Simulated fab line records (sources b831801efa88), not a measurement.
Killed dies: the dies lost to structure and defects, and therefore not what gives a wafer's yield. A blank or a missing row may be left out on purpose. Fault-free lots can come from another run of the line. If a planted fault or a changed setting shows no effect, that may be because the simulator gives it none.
Commonality check across tools -- flow gf180mcu -- 39 wafers sampled across 11 lots

== THE REASON FOR OPENING IT ==
Of 11 lots, 2 have the reading NSD_RS flagged at GF_PSD_RS_MEAS_14. Fault-free wafers read 46.13 ohm/sq, with a standard deviation of 0.086.
Rule: a lot is flagged when every wafer of it that has a number lies more than 4 standard deviations from that mean, or none has a number. As for the other lots, they are considered sound.

lot,measured,on,"NSD_RS (ohm/sq), wafer by wafer",flag
L350,day 14 07:32,filmMetro-02,46.22 46.18 46.17,
L351,day 15 00:16,filmMetro-01,46.14 46.21 46.09,
L352,day 15 00:32,filmMetro-03,46.16 46.21 46.19,
L354,day 15 17:07,filmMetro-01,46.14 46.15 46.16,
L356,day 16 15:29,filmMetro-02,46.10 46.13 46.13,
L363,day 18 20:40,filmMetro-03,42.99 43.18 43.00 42.98 43.00 43.03,FLAGGED
L365,day 19 09:28,filmMetro-01,43.22 43.14 43.15 43.17 43.22 43.17,FLAGGED
L368,day 20 12:04,filmMetro-01,46.14 46.32 46.22,
L371,day 21 08:43,filmMetro-03,46.10 46.08 46.09,
L372,day 21 18:19,filmMetro-03,46.11 46.09 45.99,
L373,day 22 06:10,filmMetro-01,46.05 46.21 46.05,
The numbers of the flagged lots are 43.10 ohm/sq on average: -3.03 ohm/sq against the usual, or -35 standard deviations.

== WHICH TOOL EACH LOT WENT THROUGH ==
Before the reading, the record contains 2 process steps out of a 602-step route. Cell contents, in order: the tool; ch with the chambers the sampled wafers went through; the start.
lot,flag,GF_NSD_IMPLANT_10,GF_NSD_STRIP_11
L350,,"implanter-04 ch 0, day 13 10:09","plasmaAsher-02 ch 0,1, day 13 10:17"
L351,,"implanter-01 ch 0, day 14 02:40","plasmaAsher-02 ch 0,1, day 14 02:48"
L352,,"implanter-04 ch 0, day 14 03:00","plasmaAsher-02 ch 0,1, day 14 03:08"
L354,,"implanter-01 ch 0, day 14 18:43","plasmaAsher-01 ch 0,1, day 14 18:52"
L356,,"implanter-01 ch 0, day 15 16:00","plasmaAsher-04 ch 0,1, day 15 16:08"
L363,FLAGGED,"implanter-01 ch 0, day 17 20:34","plasmaAsher-02 ch 0,1, day 17 20:43"
L365,FLAGGED,"implanter-01 ch 0, day 18 08:34","plasmaAsher-01 ch 0,1, day 18 08:43"
L368,,"implanter-03 ch 0, day 19 10:47","plasmaAsher-01 ch 0,1, day 19 10:55"
L371,,"implanter-04 ch 0, day 20 08:40","plasmaAsher-02 ch 0,1, day 20 08:48"
L372,,"implanter-04 ch 0, day 20 18:34","plasmaAsher-01 ch 0,1, day 20 18:43"
L373,,"implanter-04 ch 0, day 21 06:04","plasmaAsher-02 ch 0,1, day 21 06:13"
These steps, and what they do:
- GF_NSD_IMPLANT_10
- GF_NSD_STRIP_11: strips in O2/N2.
- GF_PSD_RS_MEAS_14: measures by four-point-probe.

== FLAGGED AGAINST TOTAL, ONE TOOL AT A TIME (gauges that did the reading follow at the end) ==
step,tool,lots run,flagged,share of the flagged lots,sound lots run after its first flagged lot
GF_NSD_IMPLANT_10,implanter-01,5,2,all,0
GF_NSD_IMPLANT_10,implanter-03,1,0,none,-
GF_NSD_IMPLANT_10,implanter-04,5,0,none,-
GF_NSD_STRIP_11,plasmaAsher-01,4,1,some,"2 (L368,L372)"
GF_NSD_STRIP_11,plasmaAsher-02,6,1,some,"2 (L371,L373)"
GF_NSD_STRIP_11,plasmaAsher-04,1,0,none,-
GF_PSD_RS_MEAS_14,filmMetro-01,5,1,some,"2 (L368,L373)"
GF_PSD_RS_MEAS_14,filmMetro-02,2,0,none,-
GF_PSD_RS_MEAS_14,filmMetro-03,4,1,some,"2 (L371,L372)"

== THE TABLE: WHAT IT ALLOWS ==
All flagged lots share 1 row of the table, namely implanter-01 at GF_NSD_IMPLANT_10.
- implanter-01 at GF_NSD_IMPLANT_10 ran 5 lots, 2 of them flagged. A fault beginning between L356 (day 15 16:00), its last sound lot, and L363 (day 17 20:34), its first flagged one, fits the data. Its own readings (doseIonsCm2, faradayCurrentUA) fall more than 4 standard deviations out on all wafers of the flagged lots.
implanter-01 at GF_NSD_IMPLANT_10 is the single tool remaining.

== WHAT THE SIMULATOR HAD INSERTED ==
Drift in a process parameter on implanter-01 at GF_NSD_IMPLANT_10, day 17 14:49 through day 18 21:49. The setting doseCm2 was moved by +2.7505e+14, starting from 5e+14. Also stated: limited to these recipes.
Shown lots that were struck: L363, L365. This agrees with what the rule above found.
